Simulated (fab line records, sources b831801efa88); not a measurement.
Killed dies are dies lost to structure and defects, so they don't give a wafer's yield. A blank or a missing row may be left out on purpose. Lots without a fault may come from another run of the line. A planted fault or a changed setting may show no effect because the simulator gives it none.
fab line records | flow sky130
record lots=4 wafers=12 last_day=49
route steps=708 shown FIELD_ISO@1 PAD_OPEN@708
lots that met no fault: from a run of the same line without faults
start_h: hours from the record's first day to the start of the lot's first wafer shown | wait_h: hours since the lot's step before | " the same as in the row above | L1.1+2: a row that stands for several wafers | - no value, or no start given | * or withheld: withheld | < > ~ a bound
route shown NAME@n: a module of which the file shows steps, and the number in the route of the first | usual: mean/standard deviation of fault-free wafers | same: alike in all rows | chamber/n: place in a boat | sites: the reading at each site | _std_site: their standard deviation | _edge_site: outer sites' mean less inner sites' | radius_mm: how far each site lies from the wafer's centre | mask NAME#n: copy n | behind: the tool/chamber that last shaped the wafer | hold: why the lot was held/for how many hours/how that ended | device: the transistor (n, p or np) that didn't switch | end of line: the same wafers' tests at the end of the route | a step without rows: its recipe alone | killed: dies lost to structure and defects at the first sort, not the wafer's yield | map: a wafer's dies, x killed, . not, _ none there
set.NAME: the setting as run; set.NAME@STEP: as run at that earlier step | model.NAME: the simulator's own value behind a step, which no gauge read
lots at some steps of the route; a table a step, a row a wafer
services: from which hour (start_h, from the record's first day; less than 0 if before it) a tool's chamber was out of use, for how many hours, and why
## steps
# step SKY_FIELD_ISO_BOW_MEAS_00
# recipe mode=bow
# usual INCOMING_BOW=0/6.2
# columns lot.wafer tool chamber start_h wait_h INCOMING_BOW[um]
L816.2 film_metro-02 - 10.02 - -1
L816.3 " - " " -4
L816.4 " - " " 5
L825.2 film_metro-02 - 55.02 - 7
L825.3 " - " " -6
L825.6 " - " " -3
L826.1 film_metro-02 - 60.00 - 5
L826.5 " - " " 4
L826.6 " - " " -2
L827.1 film_metro-01 - 65.00 - 12
L827.2 " - " " 0
L827.5 " - " " -2
# step SKY_FIELD_ISO_OXIDATION_01
# recipe temp_c=900 ambient=O2 stabilise_s=600 purge_s=300 target_thk_a=120 ox_time_s=1843
# step SKY_FIELD_ISO_THK_MEAS_02
# recipe reads=SiO2_of_FIELD_ISO_OXIDATION_01
# usual FIELD_ISO_OXIDATION_00_THK=12.01/0.21
# columns lot.wafer tool chamber start_h wait_h FIELD_ISO_OXIDATION_00_THK[nm]
L816.2 film_metro-03 - 14.26 0.0 12.14
L816.3 " - " " 12.12
L816.4 " - " " 12.15
L825.2 film_metro-01 - 56.64 0.0 12.42
L825.3 " - " " 12.29
L825.6 " - " " 12.05
L826.1 film_metro-02 - 61.63 0.0 12.15
L826.5 " - " " 12.18
L826.6 " - " " 12.11
L827.1 film_metro-01 - 67.16 0.0 12.05
L827.2 " - " " 12.14
L827.5 " - " " 12.10
# step SKY_FIELD_ISO_CVD_03
# recipe material=Si3N4 precursor=DCS/NH3 target_thk_nm=165 temp_c=770 time_s=2830 pressure_mtorr=250
# usual spike_tc_bottom_C=792.4/2.9 spike_tc_centre_C=770.3/1.6 spike_tc_lower_C=770.0/1.2 spike_tc_top_C=784.7/1.1 spike_tc_upper_C=770.7/1.2 susceptor_temp_C=770.0/0.33
# columns lot.wafer tool chamber start_h wait_h spike_tc_bottom_C spike_tc_centre_C spike_tc_lower_C spike_tc_top_C spike_tc_upper_C susceptor_temp_C model.Si3N4_of_FIELD_ISO_CVD_03.thk_nm
L816.2 lpcvd-02 1 15.48 1.2 794.1 768.4 770.3 785.0 770.8 770.4 165.8
L816.3 " 1 " " 794.7 769.0 769.3 784.5 771.5 770.1 167.8
L816.4 " 1 " " 795.3 769.5 770.1 785.0 771.2 770.7 165.8
L825.2 lpcvd-02 0 56.69 0.0 787.5 769.9 770.5 783.8 771.3 770.1 166.2
L825.3 " 0 " " 789.2 774.6 769.3 783.2 771.9 770.0 165.5
L825.6 " 0 " " 788.3 774.2 771.1 785.0 772.6 769.9 165.7
L826.1 lpcvd-02 1 61.69 0.1 783.7 758.4 758.4 774.2 759.3 759.0 136
L826.5 " 1 " " 784.1 757.3 757.8 775.0 757.6 759.1 137.4
L826.6 " 1 " " 783.3 759.9 758.9 774.0 758.6 759.1 136
L827.1 lpcvd-02 1 67.22 0.1 783.6 757.5 758.3 772.6 759.2 759.0 132.2
L827.2 " 1 " " 782.2 759.7 758.5 772.8 757.8 758.6 132.6
L827.5 " 1 " " 783.0 758.4 759.2 772.6 759.9 758.6 132.4
# step SKY_FIELD_ISO_THK_MEAS_04
# recipe reads=Si3N4_of_FIELD_ISO_CVD_03
# usual FIELD_ISO_CVD_03_THK=165.4/1.4
# columns lot.wafer tool chamber start_h wait_h FIELD_ISO_CVD_03_THK[nm]
L816.2 film_metro-02 - 17.28 0.0 165.9
L816.3 " - " " 167.8
L816.4 " - " " 165.8
L825.2 film_metro-03 - 58.49 0.0 166.3
L825.3 " - " " 165.5
L825.6 " - " " 165.6
L826.1 film_metro-02 - 63.48 0.0 136.0
L826.5 " - " " 137.3
L826.6 " - " " 135.9
L827.1 film_metro-02 - 69.00 0.0 132.4
L827.2 " - " " 132.7
L827.5 " - " " 132.5
# step SKY_FIELD_ISO_DEHYDRATE_05
# recipe temp_c=200 time_s=60
# step SKY_FIELD_ISO_HMDS_06
# recipe prime_time_s=60 prime_temp_c=120
# step SKY_FIELD_ISO_COAT_07
# recipe resist=BARC temp_c=withheld time_s=withheld spin_rpm=3000 resist_thk_nm=60
# step SKY_FIELD_ISO_COAT_08
# recipe resist=KrF-thick spin_rpm=3000 resist_thk_nm=450
# step SKY_FIELD_ISO_SOFTBAKE_09
# recipe temp_c=100 time_s=90 resist=KrF-thick
# step SKY_FIELD_ISO_EXPOSE_10
# recipe mask_id=FOM na=0.68 source_shape=annular sigma_inner=0.4 sigma_outer=0.8 target_cd_nm=150 dose_mj=28
# step SKY_FIELD_ISO_PEB_11
# recipe peb_temp_c=withheld peb_time_s=withheld resist=KrF-thick
# step SKY_FIELD_ISO_DEVELOP_12
# recipe develop_time_s=60 resist=KrF-thick dev_temp_c=21
# step SKY_FIELD_ISO_CD_MEAS_13
# recipe target_cd_nm=150
# usual cd_nm=150.0/1.4
# columns lot.wafer tool chamber start_h wait_h cd_nm
L816.2 cd_sem-02 - 31.68 - 150.3
L816.3 " - " " 150.2
L816.4 " - " " 150.8
L825.2 cd_sem-01 - 74.61 - 148.3
L825.3 " - " " 150.1
L825.6 " - " " 150.0
L826.1 cd_sem-01 - 79.40 - 149.3
L826.5 " - " " 150.2
L826.6 " - " " 149.1
L827.1 cd_sem-01 - 85.79 - 149.7
L827.2 " - " " 149.7
L827.5 " - " " 147.8
# step SKY_FIELD_ISO_ETCH_14
# recipe chemistry=N2/H2 target=BARC ion_energy_ev=200 source_w=500 bias_w=100 pressure_mtorr=30 n2_flow_sccm=100 h2_flow_sccm=200 stop_on=SiO2 time_s=45.9 target_depth_a=600
# usual bias_w=100.04/0.29 drypump_motor_current_A=5.6/0.33 oes_product_au=0.855/0.0047 throttle_valve_pct=13.225/0.0096
# columns lot.wafer tool chamber start_h wait_h bias_w drypump_motor_current_A oes_product_au rf_hours_counter_h throttle_valve_pct
L816.2 rie_diel-01 3 31.78 0.1 100.51 6.0 0.860 98 13.228
L816.3 " 1 " " 99.68 6.4 0.862 159 13.223
L816.4 " 2 " " 100.80 5.8 0.858 47 13.228
L825.2 rie_diel-04 0 74.71 0.1 100.33 5.4 0.862 115 13.220
L825.3 " 1 " " 99.81 5.2 0.847 10 13.218
L825.6 " 2 " " 99.90 6.1 0.850 - 13.226
L826.1 rie_diel-03 1 79.52 0.1 100.45 5.5 0.852 2 13.233
L826.5 " 1 " " 100.50 5.5 0.855 - 13.233
L826.6 " 3 " " 100.34 5.4 0.864 - 13.238
L827.1 rie_diel-03 0 85.91 0.1 100.09 5.9 0.847 92 13.227
L827.2 " 3 " " 99.34 5.4 0.854 100 13.222
L827.5 " 1 " " 99.81 5.5 0.851 - 13.228
# step SKY_FIELD_ISO_ETCH_15
# recipe chemistry=CHF3/O2 target_depth_nm=180 stop_on=Si source_w=600 bias_w=200 pressure_mtorr=40 chf3_flow_sccm=50 O2_flow_sccm=5 time_s=72
# usual bias_w=200.0/0.64 drypump_motor_current_A=5.6/0.33 oes_product_au=0.947/0.0066 throttle_valve_pct=8.845/0.009
# columns lot.wafer tool chamber start_h wait_h bias_w drypump_motor_current_A oes_product_au rf_hours_counter_h throttle_valve_pct model.etch.depth_nm
L816.2 rie_diel-01 3 31.82 0.0 200.0 6.0 0.955 98 8.848 165.8
L816.3 " 1 " " 200.9 6.4 0.962 159 8.843 167.8
L816.4 " 2 " " 199.9 5.8 0.947 47 8.848 165.8
L825.2 rie_diel-04 0 74.75 0.0 200.4 5.4 0.935 115 8.852 166.2
L825.3 " 1 " " 198.8 5.2 0.952 10 8.843 165.5
L825.6 " 2 " " 200.6 6.1 0.946 - 8.845 165.7
L826.1 rie_diel-03 1 79.56 0.0 199.4 5.5 0.848 2 8.817 136
L826.5 " 1 " " 200.9 5.5 0.844 - 8.806 137.4
L826.6 " 3 " " 199.6 5.4 0.849 - 8.827 136
L827.1 rie_diel-03 0 85.95 0.0 200.1 5.9 0.830 92 8.802 132.2
L827.2 " 3 " " 200.2 5.4 0.834 100 8.787 132.6
L827.5 " 1 " " 198.8 5.5 0.836 - 8.823 132.4
# step SKY_FIELD_ISO_STRIP_16
# recipe chemistry=O2/N2 power_w=1400 pressure_mtorr=1500 platen_temp_c=withheld o2_flow_sccm=3000 n2_flow_sccm=300 overash_fraction=0.5
# usual drypump_motor_current_A=5.6/0.46 oes_product_au=0.378/0.0049 strip_time_to_endpoint_s=3.54/0.043
# columns lot.wafer tool chamber start_h wait_h drypump_motor_current_A oes_product_au rf_hours_counter_h strip_time_to_endpoint_s
L816.2 plasma_asher-01 0 31.88 0.0 5.3 0.374 34 3.56
L816.3 " 0 " " 5.3 0.379 - 3.56
L816.4 " 1 " " 5.6 0.380 - 3.51
L825.2 plasma_asher-03 0 74.81 0.0 5.8 0.379 39 3.60
L825.3 " 1 " " 4.9 0.381 - 3.49
L825.6 " 1 " " 4.9 0.366 - 3.46
L826.1 plasma_asher-01 0 79.62 0.0 5.3 0.379 39 3.49
L826.5 " 0 " " 5.3 0.377 - 3.50
L826.6 " 1 " " 5.6 0.373 - 3.54
L827.1 plasma_asher-01 0 86.01 0.0 5.3 0.376 40 3.58
L827.2 " 1 " " 5.6 0.377 40 3.58
L827.5 " 0 " " 5.3 0.383 - 3.55
# step SKY_FIELD_ISO_ETCH_17
# recipe target_depth_a=3420 mask_material=Si3N4 chemistry=HBr/Cl2/O2 target=Si taper_deg=5 icp_w=600 bias_w=150 pressure_mtorr=15 HBr_flow_sccm=150 Cl2_flow_sccm=40 O2_flow_sccm=6 time_s=97.7
# usual bias_w=150.0/0.45 drypump_motor_current_A=5.9/0.49 oes_product_au=0.999/0.014 throttle_valve_pct=25.659/0.013
# columns lot.wafer tool chamber start_h wait_h bias_w drypump_motor_current_A oes_product_au rf_hours_counter_h throttle_valve_pct
L816.2 rie_si-02 2 31.98 0.1 149.9 6.2 0.984 103 25.653
L816.3 " 1 " " 149.7 5.8 1.004 66 25.666
L816.4 " 0 " " 150.2 5.9 0.965 0 25.665
L825.2 rie_si-02 2 74.91 0.1 150.2 6.2 0.996 103 25.665
L825.3 " 3 " " 150.4 4.9 1.015 138 25.653
L825.6 " 0 " " 150.2 5.8 0.976 - 25.679
L826.1 rie_si-02 3 79.72 0.1 149.3 4.9 1.015 138 25.650
L826.5 " 1 " " 149.9 5.8 1.018 - 25.659
L826.6 " 0 " " 150.0 5.8 0.985 - 25.682
L827.1 rie_si-01 0 86.11 0.1 150.1 5.6 0.993 2 25.666
L827.2 " 1 " " 150.4 5.7 0.997 130 25.664
L827.5 " 3 " " 149.6 6.2 1.012 - 25.648
# step SKY_FIELD_ISO_WET_ETCH_18
# recipe chemistry=H3PO4 target_depth_nm=25 temp_c=160 target=Si3N4 time_s=286
# step SKY_FIELD_ISO_CLEAN_19
# recipe chemistry=SC1/SC2 mix=1:4:20 temp_c=70 time_s=150
# step SKY_FIELD_ISO_CLEAN_20
# recipe chemistry=dHF time_s=20 dilution=100:1
# step SKY_FIELD_ISO_WET_ETCH_21
# recipe chemistry=dHF dilution=100:1 target_depth_nm=20 dry=ipa_marangoni target=SiO2 temp_c=25 time_s=400
# step SKY_FIELD_ISO_OXIDATION_22
# recipe temp_c=950 ambient=O2 stabilise_s=600 purge_s=300 target_thk_a=100 ox_time_s=623
# step SKY_FIELD_ISO_THK_MEAS_23
# recipe reads=SiO2_of_FIELD_ISO_OXIDATION_22
# usual FIELD_ISO_OXIDATION_01_THK=10.00/0.15
# columns lot.wafer tool chamber start_h wait_h FIELD_ISO_OXIDATION_01_THK[nm]
L816.2 film_metro-01 - 33.54 0.0 9.68
L816.3 " - " " 9.89
L816.4 " - " " 9.88
L825.2 film_metro-03 - 77.27 0.0 9.85
L825.3 " - " " 9.98
L825.6 " - " " 9.87
L826.1 film_metro-01 - 81.26 0.0 9.95
L826.5 " - " " 10.00
L826.6 " - " " 10.04
L827.1 film_metro-02 - 89.43 0.0 10.20
L827.2 " - " " 10.19
L827.5 " - " " 10.35
# step SKY_FIELD_ISO_CVD_24
# recipe material=SiO2 target_thk_nm=595 temp_c=650 sigma_open_frac=0.3 time_s=99.2 sih4_flow_sccm=60 pressure_mtorr=6
# step SKY_FIELD_ISO_THK_MEAS_25
# recipe reads=SiO2_of_FIELD_ISO_CVD_24
# usual FIELD_ISO_CVD_24_THK=594/5.8
# columns lot.wafer tool chamber start_h wait_h FIELD_ISO_CVD_24_THK[nm]
L816.2 film_metro-01 - 33.67 0.0 590
L816.3 " - " " 593
L816.4 " - " " 592
L825.2 film_metro-02 - 77.40 0.0 589
L825.3 " - " " 597
L825.6 " - " " 594
L826.1 film_metro-01 - 81.48 0.0 594
L826.5 " - " " 585
L826.6 " - " " 599
L827.1 film_metro-03 - 89.57 0.0 600
L827.2 " - " " 600
L827.5 " - " " 604
# step SKY_FIELD_ISO_ANNEAL_26
# recipe temp_c=1000 time_s=1800 ambient=N2
# step SKY_FIELD_ISO_CMP_27
# recipe stop_on=Si3N4 t_overpolish_s=16 down_force_psi=4 platen_rpm=60 target_thk_nm=457.8 pad_velocity_m_s=0.94248
# usual motor_current_A=12.1/1.3 slurry_filter_dp_kPa=13.50/0.12
# columns lot.wafer tool chamber start_h wait_h motor_current_A slurry_filter_dp_kPa
L816.4 cmp-02 0 35.22 0.0 11.0 13.44
L816.3 " 1 " " 11.3 13.68
L816.2 " 2 " " 11.5 13.56
L825.2 cmp-02 0 80.01 0.0 10.6 13.27
L825.3 " 2 " " 12.2 13.39
L825.6 " 1 " " 11.1 13.74
L826.1 cmp-01 0 85.46 0.0 14.0 13.54
L826.6 " 0 " " 13.1 13.62
L826.5 " 1 " " 11.1 13.38
L827.1 cmp-01 1 91.37 0.0 10.3 13.69
L827.2 " 0 " " 13.8 13.70
L827.5 " 2 " " 13.6 13.55
# step SKY_FIELD_ISO_WET_ETCH_28
# recipe chemistry=dHF target_depth_nm=23.7 target=SiO2 dilution=10:1 temp_c=25 time_s=47
# columns lot.wafer tool chamber start_h wait_h model.Si3N4_of_FIELD_ISO_CVD_03.thk_nm
L816.2 wet_bench-01 3 35.52 0.1 119.3
L816.3 " 3 " " 121
L816.4 " 3 " " 119.4
L825.2 wet_bench-03 3 80.31 0.2 120.4
L825.3 " 3 " " 119
L825.6 " 3 " " 120.3
L826.1 wet_bench-03 1 85.76 0.2 89.38
L826.5 " 1 " " 90.81
L826.6 " 1 " " 90.19
L827.1+5 wet_bench-01 3 91.67 0.2 86.06
L827.2 " 3 " " 86.6
# step SKY_FIELD_ISO_WET_ETCH_29
# recipe chemistry=H3PO4 target_depth_nm=160 target=Si3N4 temp_c=160 time_s=1825
# step SKY_PAD_OPEN_PROBE_99
# usual killed_at_M0_to_M3=42/7.3 killed_at_M4_up=3.4/2 killed_at_contacts=24/5.8 killed_at_front_end=15/4.6 killed_at_other=0.3/0.62 killed_dies=84/9.8 killed_open=47/6.9 killed_short=38/6.3
# same gross_dies=492 killed_at_back_side=0
# columns lot.wafer tool chamber start_h wait_h killed_at_M0_to_M3 killed_at_M4_up killed_at_contacts killed_at_front_end killed_at_other killed_dies killed_open killed_short model.etest.res_p_drift_20v.line_ohm_um model.etest.res_p_drift_20v.rs_ohm_sq model.etest.pfet_16v.r_on_ohm_um model.etest.res_iso_pwell.rs_ohm_sq model.etest.res_iso_pwell.line_ohm_um model.etest.res_nwell.line_ohm_um model.etest.res_nwell.rs_ohm_sq model.etest.cap_li_to_poly.c_af_um2
L816.2 prober-01 - 1067.81 0.1 39 4 22 18 0 83 39 44 1.099e+04 9157 1.487e+04 2830 1052 1188 971.9 95.81
L816.3 prober-01 - 1067.86 0.2 35 0 34 12 0 81 41 40 1.171e+04 9704 1.526e+04 3031 1142 1205 1011 99.66
L816.4 prober-01 - 1067.91 0.2 41 6 19 16 1 83 47 36 1.106e+04 9095 1.461e+04 2792 1058 1150 969.6 98.68
L825.2 prober-01 - 1167.42 0.1 33 5 15 20 2 75 40 35 1.094e+04 9047 1.535e+04 3018 1125 1176 966.2 98.95
L825.3 prober-01 - 1167.47 0.2 41 6 20 25 0 92 53 39 1.174e+04 9790 1.58e+04 3340 1247 1204 1009 97.2
L825.6 prober-01 - 1167.62 0.2 39 5 22 22 0 88 50 38 1.045e+04 8625 1.477e+04 2748 1044 1118 921.9 98.15
L826.1 prober-01 - 1168.20 0.1 42 2 32 19 1 96 52 44 9967 8314 1.477e+04 2698 1016 1020 852.1 94.23
L826.5 prober-01 - 1168.40 0.2 39 4 23 13 0 79 36 43 9874 8320 1.466e+04 2698 1019 1013 858 91.62
L826.6 prober-01 - 1168.45 0.2 34 2 12 11 0 59 35 24 9109 7666 1.418e+04 2383 900 966.2 812 93.02
L827.1 prober-01 - 1168.87 0.1 38 4 11 18 0 71 43 28 1.044e+04 8628 1.429e+04 2472 921.7 1045 866.5 89.84
L827.2 prober-01 - 1168.92 0.1 40 2 20 18 0 80 45 35 1.069e+04 8736 1.448e+04 2531 950.7 1049 872.9 89.91
L827.5 prober-01 - 1169.07 0.2 38 2 18 19 0 77 44 33 1.085e+04 8988 1.459e+04 2600 971.3 1052 882.2 89.83
# killed by level:class
L816.2 VIA1:geometric_particle:open=11 METAL1:geometric_particle:short=7 CONTACT:geometric_particle:open=6 LOCAL_INTERCONNECT:geometric_particle:short=5 POLY_GATE:geometric_particle:short=5 CONTACT:geometric_particle:short=5 VIA1:geometric_particle:short=5 METAL2:geometric_particle:short=5
L816.3 CONTACT:geometric_particle:open=9 LI_CONTACT:geometric_particle:open=8 CONTACT:geometric_particle:short=7 METAL2:geometric_particle:short=6 VIA2:geometric_particle:open=6 LOCAL_INTERCONNECT:geometric_particle:short=5 VIA3:geometric_particle:open=5 VIA1:geometric_particle:short=5
L816.4 VIA1:geometric_particle:open=10 CONTACT:geometric_particle:open=7 LI_CONTACT:geometric_particle:open=6 METAL1:geometric_particle:short=6 VIA2:geometric_particle:open=5 POLY_GATE:geometric_particle:short=5 VIA3:geometric_particle:open=5 POLY_GATE:geometric_particle:open=4
L825.2 CONTACT:geometric_particle:open=7 VIA1:geometric_particle:open=7 POLY_GATE:geometric_particle:short=6 POLY_GATE:geometric_particle:open=6 VIA2:geometric_particle:open=4 VIA1:geometric_particle:short=4 METAL2:geometric_particle:short=4 VIA3:geometric_particle:open=4
L825.3 POLY_GATE:geometric_particle:open=11 VIA1:geometric_particle:open=11 METAL1:geometric_particle:short=8 VIA2:geometric_particle:open=7 POLY_GATE:geometric_particle:short=5 CONTACT:geometric_particle:open=5 FIELD_ISO:geometric_particle:open=4 LI_CONTACT:geometric_particle:open=4
L825.6 VIA1:geometric_particle:open=14 LI_CONTACT:geometric_particle:open=10 POLY_GATE:geometric_particle:short=8 POLY_GATE:geometric_particle:open=6 VIA2:geometric_particle:open=6 FIELD_ISO:geometric_particle:short=5 LOCAL_INTERCONNECT:geometric_particle:short=4 CONTACT:geometric_particle:open=4
L826.1 CONTACT:geometric_particle:open=10 VIA1:geometric_particle:open=9 LOCAL_INTERCONNECT:geometric_particle:short=7 METAL1:geometric_particle:short=7 VIA3:geometric_particle:open=7 POLY_GATE:geometric_particle:short=6 CONTACT:geometric_particle:short=6 LI_CONTACT:geometric_particle:open=5
L826.5 METAL2:geometric_particle:short=7 LI_CONTACT:geometric_particle:open=6 VIA3:geometric_particle:short=5 LI_CONTACT:geometric_particle:short=5 CONTACT:geometric_particle:open=5 VIA1:geometric_particle:short=5 VIA1:geometric_particle:open=5 VIA2:geometric_particle:open=5
L826.6 VIA3:geometric_particle:open=9 VIA2:geometric_particle:open=6 METAL1:geometric_particle:short=5 VIA1:geometric_particle:open=5 METAL2:geometric_particle:short=5 FIELD_ISO:geometric_particle:open=4 CONTACT:geometric_particle:open=4 FIELD_ISO:geometric_particle:short=3
L827.1 VIA1:geometric_particle:open=10 VIA3:geometric_particle:open=9 POLY_GATE:geometric_particle:open=7 METAL1:geometric_particle:short=7 FIELD_ISO:geometric_particle:open=4 CONTACT:geometric_particle:open=4 METAL4:geometric_particle:short=4 VIA2:geometric_particle:open=4
L827.2 VIA1:geometric_particle:open=12 CONTACT:geometric_particle:open=9 METAL1:geometric_particle:short=8 POLY_GATE:geometric_particle:short=6 LI_CONTACT:geometric_particle:open=6 VIA2:geometric_particle:open=5 FIELD_ISO:geometric_particle:open=4 METAL3:geometric_particle:short=4
L827.5 VIA1:geometric_particle:open=10 LI_CONTACT:geometric_particle:open=7 FIELD_ISO:geometric_particle:short=5 POLY_GATE:geometric_particle:open=5 METAL2:geometric_particle:short=5 CONTACT:geometric_particle:open=5 METAL1:geometric_particle:short=4 VIA1:geometric_particle:short=4
## services
# columns tool chamber start_h hours kind
cmp-02 - -3.72 12.7 repair
cmp-01 - -2.64 1.2 repair
cmp-01 - 7.77 0.3 repair
rie_diel-04 2 7.84 10.5 repair
cmp-01 - 9.71 0.3 repair
wet_bench-01 - 11.73 9.1 repair
rie_diel-04 1 12.04 1.7 repair
rie_si-02 0 14.30 - clean
cmp-02 - 15.31 1.9 repair
cmp-02 - 19.49 1.8 repair
rie_diel-04 3 32.21 2.7 repair
rie_si-01 0 36.25 8.0 repair
rie_diel-01 3 41.61 5.6 repair
rie_diel-03 - 42.57 0.6 repair
cmp-01 - 43.09 5.7 pm
cmp-02 - 43.87 6.2 repair
rie_diel-03 2 52.02 20.9 repair
cmp-01 - 57.48 0.3 repair
plasma_asher-03 - 59.54 0.9 repair
rie_diel-04 0 59.95 3.7 repair
cmp-02 - 64.04 4.0 pm
rie_diel-04 - 75.48 2.8 pm
rie_diel-03 2 76.31 3.8 repair
cmp-02 - 81.95 47.4 repair
## key
first_sign step=SKY_FIELD_ISO_CVD_03 reading=susceptor_temp_C direction=down sigmas=34 usual=* struck=*
effect step=SKY_FIELD_ISO_CVD_03 reading=spike_tc_top_C direction=down sigmas=10 usual=784.7 struck=773.5
effect step=SKY_FIELD_ISO_THK_MEAS_04 reading=FIELD_ISO_CVD_03_THK direction=down sigmas=22 usual=165.4 struck=134.5
effect step=SKY_FIELD_ISO_ETCH_15 reading=oes_product_au direction=down sigmas=16 usual=0.947 struck=0.840
model_effect step=SKY_FIELD_ISO_CVD_03 value=Si3N4_of_FIELD_ISO_CVD_03.thk_nm without=166.6 struck=134.4
model_effect step=SKY_FIELD_ISO_ETCH_15 value=etch.depth_nm without=166.6 struck=134.4
model_effect step=SKY_FIELD_ISO_WET_ETCH_28 value=Si3N4_of_FIELD_ISO_CVD_03.thk_nm without=120.4 struck=88.18
model_effect step=SKY_PAD_OPEN_PROBE_99 value=etest.res_p_drift_20v.line_ohm_um without=1.191e+04 struck=1.015e+04
met_at SKY_FIELD_ISO_CVD_03
struck_wafers L826.1,L826.5,L826.6,L827.1,L827.2,L827.5
tester_left_out L826,L827
onset_between 15.48 61.69
fault kind=process_parameter_drift tool=lpcvd-02 chamber=1 onset_h=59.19 steps=SKY_FIELD_ISO_CVD_03 channel=temp_c offset=* shape=step end_h=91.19 acts_in=* stated=*
# tester_left_out: of these lots the tester's yield and bins aren't shown, on N5 and GAA mostly nor the transistor test; their killed dies are dies lost to structure and defects alone, not to doping, threshold or leakage, so they don't give the yield
